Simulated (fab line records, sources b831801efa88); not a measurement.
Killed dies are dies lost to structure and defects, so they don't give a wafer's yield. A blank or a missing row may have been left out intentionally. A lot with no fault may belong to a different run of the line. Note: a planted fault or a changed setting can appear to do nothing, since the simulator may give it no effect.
Problem report, 8D (eight disciplines) form, completed by code | flow gf180mcu | the parts of the form that need people (team, actions taken, sign-off) are left out

== 1. THE ISSUE ==
Across 6 wafers from 2 lots, NSD_TW at GF_NSD_TW_MEAS_12 averages 4537, while fault-free wafers read 4257 with a standard deviation of 52. Relative to the usual mean, that is a shift of +5.4 standard deviations.
First observed at day 18 22:56: wafer L676.2, on filmMetro-03. Wafers with a number at this step in the record: 33, from 11 lots. The rule behind "out" and "out of limits": a value lying over 4 standard deviations away from the usual mean. The other wafers with a number count as sound.

== 2. WHAT IT IS, AND WHAT IT ISN'T ==
question                    | is                     | is not
which readings at this step | NSD_TW                 | -
which lots                  | L676, L677             | L661, L663, L664, L666, L668, L669, L671, L675, L681
which wafers of those lots  | all that have a number | -
read on which gauges        | filmMetro-03           | filmMetro-02
when                        | from day 18 22:56      | up to then (24 sound wafers); but 3 sound wafers of L681 came after

== 3. THE SUSPECTS, EACH WITH WHAT RULES IT OUT ==
Counting: a tool at any process step up to the reading remains a suspect when it ran all the lots that are out and ran no sound lot after the first of those.
- the gauge at GF_NSD_TW_MEAS_12 is ruled out. All the wafers that are out were read on filmMetro-03, but those of them that GF_NSD_IMPLANT_09 has rows for are out there too, on other tools.
- implanter-03 at GF_NSD_IMPLANT_09: kept. It ran every lot that is out, first L676 (day 18 22:34), and no sound lot after that; its last sound lot up to then is L675 (day 18 20:26). Its own readings are out on those wafers: beamEnergyKeV.
The count leaves implanter-03 at GF_NSD_IMPLANT_09.

== 4. THE CAUSE (what the simulator had put in) ==
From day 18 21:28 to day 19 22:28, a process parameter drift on implanter-03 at GF_NSD_IMPLANT_09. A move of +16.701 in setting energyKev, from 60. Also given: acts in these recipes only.
Counting left only this tool.

== 5. THE EFFECT CHAIN, in route order ==
One row per reading whose mean, taken over the struck wafers that have a number, lies over 3 standard deviations from the usual. Only readings for which the record gives a usual standard deviation are gone through. hours: the time from each lot's start at the first step in this table that gives one to its start at this step, as a median over the lots. sigmas: the change in usual standard deviations.
hours | step              | reading              | usual        | on struck wafers | change  | sigmas
0     | GF_NSD_IMPLANT_09 | beamEnergyKeV        | 60.003       | 76.700           | +16.697 | +99 or more
0     | GF_NSD_STRIP_11   | oesProductAu         | 0.487 a.u.   | 0.466            | -0.021  | -4.6
0     | GF_NSD_STRIP_11   | stripTimeToEndpointS | 22.96 s      | 25.26            | +2.30   | +66
0     | GF_NSD_TW_MEAS_12 | NSD_TW               | 4257         | 4537             | +280    | +5.4
25    | GF_PSD_RS_MEAS_14 | NSD_RS               | 46.12 ohm/sq | 41.87            | -4.25   | -39
The process steps in it:
- GF_NSD_IMPLANT_09
- GF_NSD_STRIP_11: strips in O2/N2.

== 6. WHAT WOULD HAVE CAUGHT IT SOONER ==
In this record the first reading out of limits at a measuring or inspecting step was taken at day 18 22:56, 1 hour after the fault began at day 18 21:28.
The tool's own readings at GF_NSD_IMPLANT_09 were out on every struck wafer that the step has a row for (beamEnergyKeV): an alarm limit on them would have fired on the first of those.
Among the 2 lots that are out, L677 began GF_NSD_IMPLANT_09 on implanter-03 after day 18 22:56. A tool hold placed at that time would have kept it from harm.
